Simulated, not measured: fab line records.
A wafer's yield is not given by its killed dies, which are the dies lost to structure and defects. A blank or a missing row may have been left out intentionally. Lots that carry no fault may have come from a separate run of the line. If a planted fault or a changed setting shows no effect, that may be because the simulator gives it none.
Chamber matching :: flow sky130 :: SKY_VIA2_CMP_02 on cmp-02 has 4 sister chambers
The step polishes SiO2. 4 wafers are shown with their chamber, then 8 later ones without.

EACH WAFER AND ITS CHAMBER
wafer: L990.2
chamber: 1
motorCurrentA (A): 10.4

wafer: L996.4
chamber: 3
motorCurrentA (A): 10.6

wafer: L996.6
chamber: 2
motorCurrentA (A): 12.8

wafer: L998.3
chamber: 0
motorCurrentA (A): 12.6

WAFERS WITHOUT THEIR CHAMBER
wafer: L998.5
motorCurrentA (A): 13.4

wafer: L998.6
motorCurrentA (A): 10.5

wafer: L104.1
motorCurrentA (A): 10.2

wafer: L104.2
motorCurrentA (A): 10.5

wafer: L104.5
motorCurrentA (A): 10.8

wafer: L107.1
motorCurrentA (A): 13.5

wafer: L107.2
motorCurrentA (A): 12.9

wafer: L107.5
motorCurrentA (A): 10.5

WHICH CHAMBER EACH WENT THROUGH
wafer: L998.5
from the rows above: can't be placed: 2 or 0
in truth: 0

wafer: L998.6
from the rows above: can't be placed: 1 or 3
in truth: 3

wafer: L104.1
from the rows above: can't be placed: 1 or 3
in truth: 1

wafer: L104.2
from the rows above: can't be placed: 1 or 3
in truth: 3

wafer: L104.5
from the rows above: can't be placed: 3 or 1
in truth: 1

wafer: L107.1
from the rows above: can't be placed: 2 or 0
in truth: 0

wafer: L107.2
from the rows above: can't be placed: 2 or 0
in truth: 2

wafer: L107.5
from the rows above: can't be placed: 1 or 3
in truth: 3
Correctly placed: 0 of 8. Unplaceable from these rows: 8, with the true chamber sitting among the candidates in 8. Wrongly placed: 0.
How it was worked out, from the rows above alone: a wafer's distance from a chamber is the root of the sum, over the readings, of the square of ((its reading less the chamber's mean) divided by the reading's scatter). The wafer belongs to the nearest chamber; if the next one is less than 2 further off, it can't be placed. The mean given for a chamber averages the wafers shown for that chamber. The scatter: root of mean squared gap, hidden wafer to nearest shown wafer, with one shown wafer a chamber.
